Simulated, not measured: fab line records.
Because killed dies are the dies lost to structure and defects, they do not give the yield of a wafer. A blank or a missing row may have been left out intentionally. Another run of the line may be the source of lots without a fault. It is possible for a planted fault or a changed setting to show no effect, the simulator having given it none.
Which of the tools did it? -- flow gf180mcu -- 13 lots with 39 wafers sampled at 6 steps, on a route of 602 steps

## WHAT THE GAUGES SHOWED, per wafer
GF_MVSD_OVL_MEAS_07.
lot,measured,on,MVSD_OVL (nm)
L808,day 4 10:10,overlay-01,-0.2 -0.1 -0.4
L809,day 4 16:00,overlay-02,2.2 2.0 1.5
L810,day 4 23:28,overlay-01,-1.1 -1.3 -1.5
L811,day 5 03:13,overlay-02,0.8 -0.1 2.0
L814,day 5 23:24,overlay-01,0.0 0.6 0.4
L815,day 6 05:22,overlay-01,1.6 0.8 0.7
L816,day 6 10:04,overlay-01,1.1 1.4 0.2
L817,day 6 14:00,overlay-01,1.1 0.8 1.3
L818,day 6 22:27,overlay-01,1.5 2.9 1.4
L825,day 8 15:37,overlay-01,2.0 1.1 0.8
L827,day 9 02:03,overlay-02,-1.2 -1.5 -0.4
L828,day 9 09:10,overlay-02,-0.1 1.5 1.5
L829,day 9 13:43,overlay-01,0.7 0.2 0.4

GF_VT_IMPLANT_RS_MEAS_48: the measuring method here is four-point-probe.
lot,measured,on,LVPWELL_RS (ohm/sq)
L808,day 7 14:20,film_metro-01,1203 1198 1198
L809,day 7 20:58,film_metro-04,1198 1196 1195
L810,day 8 04:31,film_metro-04,1200 1202 1201
L811,day 8 10:51,film_metro-04,1195 1193 1194
L814,day 9 08:39,film_metro-03,1194 1195 1192
L815,day 9 14:47,film_metro-03,1195 1197 1197
L816,day 9 21:38,film_metro-04,1195 1191 1192
L817,day 10 00:46,film_metro-03,1196 1192 1193
L818,day 10 09:57,film_metro-03,1198 1199 1198
L825,day 12 07:59,film_metro-01,1199 1201 1201
L827,day 13 00:16,film_metro-04,1248 1245 1245 1250 1243 1242
L828,day 13 08:05,film_metro-01,1244 1241 1243 1246 1240 1245
L829,day 13 11:35,film_metro-01,1246 1241 1242 1245 1241 1241

GF_VT_IMPLANT_RS_MEAS_49: the measuring method here is four-point-probe.
lot,measured,on,MVPSD_RS (ohm/sq)
L808,day 7 14:28,film_metro-01,1174.0 1170.5 1168.2
L809,day 7 21:05,film_metro-04,1173.3 1173.0 1174.8
L810,day 8 04:38,film_metro-04,1168.4 1169.3 1169.2
L811,day 8 10:58,film_metro-04,1166.6 1167.2 1169.6
L814,day 9 08:46,film_metro-03,1173.9 1168.7 1173.8
L815,day 9 14:55,film_metro-03,1176.7 1177.3 1172.1
L816,day 9 21:46,film_metro-04,1173.8 1170.0 1171.9
L817,day 10 00:53,film_metro-03,1167.5 1170.9 1173.4
L818,day 10 10:04,film_metro-03,1174.5 1175.0 1173.5
L825,day 12 08:06,film_metro-01,1173.1 1172.3 1171.6
L827,day 13 03:20,film_metro-04,1171.3 1172.4 1171.4
L828,day 13 15:40,film_metro-01,1178.3 1174.4 1171.9
L829,day 13 16:32,film_metro-01,1173.4 1170.1 1167.2

GF_HV_LDD_TW_MEAS_11.
lot,measured,on,HV_LDD_TW
L808,day 10 02:28,film_metro-03,2411 2393 2402
L809,day 10 10:30,film_metro-01,2388 2369 2385
L810,day 10 14:15,film_metro-01,2376 2372 2378
L811,day 10 22:31,film_metro-04,2393 2375 2379
L814,day 12 00:03,film_metro-03,2418 2405 2417
L815,day 12 06:30,film_metro-03,2413 2420 2436
L816,day 12 12:38,film_metro-03,2415 2428 2417
L817,day 12 16:07,film_metro-03,2418 2417 2421
L818,day 13 03:51,film_metro-04,2383 2374 2383
L825,day 15 06:05,film_metro-03,2410 2412 2421
L827,day 16 00:11,film_metro-03,2429 2422 2432
L828,day 16 08:50,film_metro-04,2385 2400 2384
L829,day 16 14:19,film_metro-04,2373 2390 2382

GF_PSD_RS_MEAS_15: the measuring method here is four-point-probe.
lot,measured,on,PSD_RS (ohm/sq)
L808,day 14 06:54,film_metro-03,108.78 108.55 108.67
L809,day 14 16:59,film_metro-04,108.66 108.57 108.56
L810,day 14 21:56,film_metro-03,108.65 108.76 108.63
L811,day 15 07:44,film_metro-02,108.89 108.63 108.76
L814,day 16 13:16,film_metro-02,108.48 108.52 108.58
L815,day 16 22:05,film_metro-02,108.64 108.97 108.74
L816,day 17 04:38,film_metro-02,109.00 108.98 108.86
L817,day 17 08:22,film_metro-04,108.15 108.57 108.50
L818,day 17 23:34,film_metro-03,108.07 108.34 108.08
L825,day 20 06:50,film_metro-04,108.52 108.33 108.36
L827,day 21 05:43,film_metro-03,108.32 108.77 108.75
L828,day 21 12:16,film_metro-04,108.46 108.59 108.56
L829,day 21 16:59,film_metro-04,107.78 107.88 108.04

## WHAT TOOL EACH LOT RAN ON (gives the tool, then ch and the chambers of the sampled wafers, and finally the start)
lot,GF_LVPWELL_IMPLANT_09
L808,"implanter-02 ch 0, day 3 20:58"
L809,"implanter-01 ch 0, day 4 02:35"
L810,"implanter-02 ch 0, day 4 09:52"
L811,"implanter-04 ch 0, day 4 12:55"
L814,"implanter-02 ch 0, day 5 08:05"
L815,"implanter-04 ch 0, day 5 14:40"
L816,"implanter-04 ch 0, day 5 18:55"
L817,"implanter-04 ch 0, day 5 21:56"
L818,"implanter-04 ch 0, day 6 06:50"
L825,"implanter-04 ch 0, day 7 22:08"
L827,"implanter-04 ch 0, day 8 10:04"
L828,"implanter-04 ch 0, day 8 16:38"
L829,"implanter-04 ch 0, day 8 19:58"
- GF_LVPWELL_IMPLANT_09

## AS READ BY THE TOOLS THEMSELVES (means over the sampled wafers that have a number; for cases with no such wafer, the mark the record gives instead)
The record holds no such reading with a usual standard deviation.

## THE ANSWER, worked out from the rows above alone
Rule: what is usual is taken from the lots themselves. The widest of any qualifying gaps counts: lots, ordered by their means at a reading, are off when they make up no more than a third of the lots, leave a main group of 4 or more, and stand apart from it by 3 or more times the standard deviation of that group's means. Not used: any main group whose means are identical at the precision the tables above print for the reading. Also off: a lot with no number at a reading for which 4 or more lots have one. All remaining lots with rows at the step are treated as sound. Order of review: gauges by route order, followed by the tools' own readings, for which a lot's mean as printed above is used. At the first step where some lot is off, the reading lying furthest off is the one used; lots without a number count as furthest.
Off: L827, L828, L829, at GF_VT_IMPLANT_RS_MEAS_48 (LVPWELL_RS). Mean 1197 ohm/sq and standard deviation 2.9 in the main group.
If a tool, at a process step before that reading, ran all the lots that are off and no sound lot after the first of them, it fits. Gauges at GF_VT_IMPLANT_RS_MEAS_48: tried the same way as those tools. One candidate fits, namely implanter-04 at GF_LVPWELL_IMPLANT_09. Its last sound lot is L825 (day 7 22:08), its first lot that is off L827 (day 8 10:04): a fault that began between those two fits.

## WHAT THE SIMULATOR HAD PUT IN
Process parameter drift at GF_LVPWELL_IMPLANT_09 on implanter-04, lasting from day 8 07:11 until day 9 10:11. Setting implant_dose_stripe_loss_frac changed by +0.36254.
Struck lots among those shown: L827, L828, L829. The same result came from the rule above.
